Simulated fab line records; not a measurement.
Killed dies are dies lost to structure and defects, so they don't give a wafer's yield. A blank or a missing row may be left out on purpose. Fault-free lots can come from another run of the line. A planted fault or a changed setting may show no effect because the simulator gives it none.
The tool behind it: which one? + flow sfq_line + 14 lots, 42 wafers sampled, at 4 steps of a route of 325

WHAT THE GAUGES READ, wafer by wafer
SFQ_L0_THK_MEAS_902: measures by xrf. Usual: L0_MONX_KI_THK gives 40.1 nm (standard deviation 0.51).
| lot  | measured    | on            | L0_MONX_KI_THK (nm) | flag |
|------|-------------|---------------|---------------------|------|
| L694 | day 2 03:43 | film_metro-03 | 40.9 40.8 41.0      |      |
| L697 | day 2 18:41 | film_metro-04 | 40.1 39.3 39.8      |      |
| L699 | day 3 04:41 | film_metro-04 | 39.8 40.4 40.3      |      |
| L700 | day 3 09:41 | film_metro-04 | 41.4 41.2 41.0      |      |
| L701 | day 3 14:41 | film_metro-03 | 40.4 40.8 39.6      |      |
| L702 | day 3 19:41 | film_metro-04 | 40.3 40.6 40.5      |      |
| L707 | day 4 20:42 | film_metro-02 | 40.1 39.8 39.9      |      |
| L708 | day 5 01:41 | film_metro-03 | 40.1 39.6 39.9      |      |
| L709 | day 5 06:41 | film_metro-03 | 39.5 39.4 39.3      |      |
| L710 | day 5 11:41 | film_metro-02 | 39.9 39.6 40.0      |      |
| L711 | day 5 16:41 | film_metro-03 | 39.0 39.4 39.4      |      |
| L712 | day 5 21:41 | film_metro-02 | 40.7 40.5 40.5      |      |
| L713 | day 6 02:41 | film_metro-04 | 40.1 39.9 40.3      |      |
| L714 | day 6 07:41 | film_metro-03 | 39.6 39.9 40.3      |      |

SFQ_M4_RS_MEAS_924: measures by four-point-probe. Usual: M4_NB_RS gives 0.889 ohm/sq (standard deviation 0.0084).
| lot  | measured     | on            | M4_NB_RS (ohm/sq) | flag |
|------|--------------|---------------|-------------------|------|
| L694 | day 46 00:08 | film_metro-03 | 0.875 0.877 0.883 |      |
| L697 | day 46 16:53 | film_metro-04 | 0.894 0.890 0.894 |      |
| L699 | day 46 22:58 | film_metro-01 | 0.823 0.821 0.825 | OFF  |
| L700 | day 48 02:26 | film_metro-01 | 0.893 0.886 0.886 |      |
| L701 | day 48 11:59 | film_metro-04 | 0.828 0.830 0.832 | OFF  |
| L702 | day 48 13:27 | film_metro-04 | 0.875 0.884 0.880 |      |
| L707 | day 50 10:54 | film_metro-03 | 0.880 0.889 0.891 |      |
| L708 | day 50 22:15 | film_metro-03 | 0.879 0.874 0.881 |      |
| L709 | day 51 02:28 | film_metro-04 | 0.898 0.893 0.895 |      |
| L710 | day 51 08:28 | film_metro-03 | 0.892 0.888 0.893 |      |
| L711 | day 51 16:52 | film_metro-03 | 0.891 0.888 0.889 |      |
| L712 | day 51 18:04 | film_metro-04 | 0.877 0.876 0.891 |      |
| L713 | day 52 17:58 | film_metro-04 | 0.894 0.896 0.903 |      |
| L714 | day 52 19:20 | film_metro-03 | 0.889 0.893 0.891 |      |

WHICH TOOL RAN EACH LOT (tool, then ch and the chambers of the sampled wafers, then the start)
| lot  | SFQ_TRILAYER_I1_VIA_BARC_OPEN_VIA_ETCH_071 | SFQ_TRILAYER_M4_DEP_SPUTTER_091 |
|------|--------------------------------------------|---------------------------------|
| L694 | rie_diel-04 ch 0,2,3, day 27 16:00         | pvd_sputter-05, day 45 23:59    |
| L697 | rie_diel-04 ch 1,3, day 28 05:30           | pvd_sputter-04, day 46 16:47    |
| L699 | rie_diel-03 ch 1,2,3, day 28 09:06         | pvd_sputter-04, day 46 22:53    |
| L700 | rie_diel-04 ch 0,1, day 28 11:30           | pvd_sputter-05, day 48 02:19    |
| L701 | rie_diel-02 ch 0,2,3, day 29 16:59         | pvd_sputter-04, day 48 11:54    |
| L702 | rie_diel-04 ch 1,2, day 29 18:11           | pvd_sputter-05, day 48 13:20    |
| L707 | rie_diel-03 ch 0,3, day 31 16:18           | pvd_sputter-05, day 50 10:46    |
| L708 | rie_diel-04 ch 0,2,3, day 32 06:25         | pvd_sputter-04, day 50 22:10    |
| L709 | rie_diel-03 ch 0,2,3, day 32 10:01         | pvd_sputter-05, day 51 02:22    |
| L710 | rie_diel-02 ch 0,1, day 32 17:13           | pvd_sputter-04, day 51 08:22    |
| L711 | rie_diel-04 ch 0,1,2, day 33 07:07         | pvd_sputter-05, day 51 16:46    |
| L712 | rie_diel-02 ch 0,1,2, day 33 10:25         | pvd_sputter-03, day 51 17:58    |
| L713 | rie_diel-04 ch 0,2,3, day 34 15:38         | pvd_sputter-04, day 52 17:53    |
| L714 | rie_diel-04 ch 0,1, day 35 01:59           | pvd_sputter-05, day 52 19:13    |
- SFQ_TRILAYER_I1_VIA_BARC_OPEN_VIA_ETCH_071: etches BARC in O2, target depth 125 nm, time 41.7 s.
- SFQ_TRILAYER_M4_DEP_SPUTTER_091: material Nb, target thk 200 nm, time 133.3 s.

WHAT THE TOOLS THEMSELVES READ (means of the sampled wafers that have a number; where no wafer has one, the mark that the record gives instead)
SFQ_TRILAYER_I1_VIA_BARC_OPEN_VIA_ETCH_071. Usual: bias_w 80.00 W, standard deviation 0.23; drypump_motor_current_A 5.7 A, standard deviation 0.61; oes_product_au 0.685 a.u., standard deviation 0.0052; rf_fwd_power_W 495.1 W, standard deviation 1.8.
| lot  | tool        | bias_w (W) | drypump_motor_current_A (A) | oes_product_au (a.u.) | rf_fwd_power_W (W) | flag |
|------|-------------|------------|-----------------------------|-----------------------|--------------------|------|
| L694 | rie_diel-04 | 80.01      | 6.1                         | 0.683                 | 495.6              |      |
| L697 | rie_diel-04 | 79.89      | 5.2                         | 0.685                 | 494.9              |      |
| L699 | rie_diel-03 | 79.91      | 5.5                         | 0.679                 | 495.2              |      |
| L700 | rie_diel-04 | 79.88      | 5.4                         | 0.685                 | 494.8              |      |
| L701 | rie_diel-02 | 79.98      | 5.6                         | 0.679                 | 494.6              |      |
| L702 | rie_diel-04 | 80.02      | 5.9                         | 0.687                 | 496.2              |      |
| L707 | rie_diel-03 | 80.06      | 5.8                         | 0.687                 | 493.6              |      |
| L708 | rie_diel-04 | 80.13      | 6.1                         | 0.687                 | 495.1              |      |
| L709 | rie_diel-03 | 80.01      | 5.8                         | 0.678                 | 494.9              |      |
| L710 | rie_diel-02 | 80.07      | 6.0                         | 0.686                 | 494.8              |      |
| L711 | rie_diel-04 | 79.91      | 5.6                         | 0.690                 | 495.0              |      |
| L712 | rie_diel-02 | 79.91      | 5.5                         | 0.687                 | 494.4              |      |
| L713 | rie_diel-04 | 79.85      | 6.1                         | 0.685                 | 495.2              |      |
| L714 | rie_diel-04 | 79.93      | 5.0                         | 0.679                 | 494.5              |      |

SFQ_TRILAYER_M4_DEP_SPUTTER_091. Usual: cathode_dc_power_W 2000.0 W, standard deviation 0.37; resputter_cathode_voltage_v 400 V, standard deviation 4.2; substrate_temp_c 20.01 C, standard deviation 0.1; throttle_valve_pct 30.4 %, standard deviation 1.1.
| lot  | tool           | cathode_dc_power_W (W) | resputter_cathode_voltage_v (V) | substrate_temp_c (C) | throttle_valve_pct (%) | flag |
|------|----------------|------------------------|---------------------------------|----------------------|------------------------|------|
| L694 | pvd_sputter-05 | 1999.8                 | 403                             | 19.97                | 31.5                   |      |
| L697 | pvd_sputter-04 | 2000.0                 | 399                             | 20.05                | 30.1                   |      |
| L699 | pvd_sputter-04 | 2159.8                 | 401                             | 20.03                | 29.9                   | OFF  |
| L700 | pvd_sputter-05 | 2000.2                 | 400                             | 20.04                | 31.2                   |      |
| L701 | pvd_sputter-04 | 2160.0                 | 399                             | 19.99                | 30.0                   | OFF  |
| L702 | pvd_sputter-05 | 1999.9                 | 402                             | 20.03                | 30.2                   |      |
| L707 | pvd_sputter-05 | 1999.7                 | 404                             | 19.97                | 31.8                   |      |
| L708 | pvd_sputter-04 | 2000.1                 | 402                             | 20.04                | 29.8                   |      |
| L709 | pvd_sputter-05 | 1999.7                 | 402                             | 19.95                | 31.6                   |      |
| L710 | pvd_sputter-04 | 1999.9                 | 402                             | 19.88                | 29.4                   |      |
| L711 | pvd_sputter-05 | 2000.2                 | 399                             | 20.04                | 31.0                   |      |
| L712 | pvd_sputter-03 | 2000.1                 | 398                             | 20.00                | 31.0                   |      |
| L713 | pvd_sputter-04 | 1999.8                 | 398                             | 20.05                | 30.4                   |      |
| L714 | pvd_sputter-05 | 2000.1                 | 402                             | 20.03                | 31.8                   |      |

THE ANSWER, worked out from the rows above alone
Rule: a lot counts as off when the mean over its wafers that have a number is more than 3 standard deviations away from the usual mean. Also off: a lot with no number at a reading for which 4 or more lots have one. Where the step has rows for the other lots, those lots are counted as sound. Order of review: gauges by route order, followed by the tools' own readings, for which a lot's mean as printed above is used. At the first step where some lot is off, the reading lying furthest off is the one used; lots without a number count as furthest.
Off: L699, L701, at SFQ_M4_RS_MEAS_924 (M4_NB_RS).
If a tool, at a process step before that reading, ran all the lots that are off and no sound lot after the first of them, it fits. The gauges at SFQ_M4_RS_MEAS_924 aren't tried: what is off there is off at SFQ_TRILAYER_M4_DEP_SPUTTER_091 too, on other tools, and a gauge's error can't cause that. No candidate that was tried fits.

WHAT THE SIMULATOR PUT IN
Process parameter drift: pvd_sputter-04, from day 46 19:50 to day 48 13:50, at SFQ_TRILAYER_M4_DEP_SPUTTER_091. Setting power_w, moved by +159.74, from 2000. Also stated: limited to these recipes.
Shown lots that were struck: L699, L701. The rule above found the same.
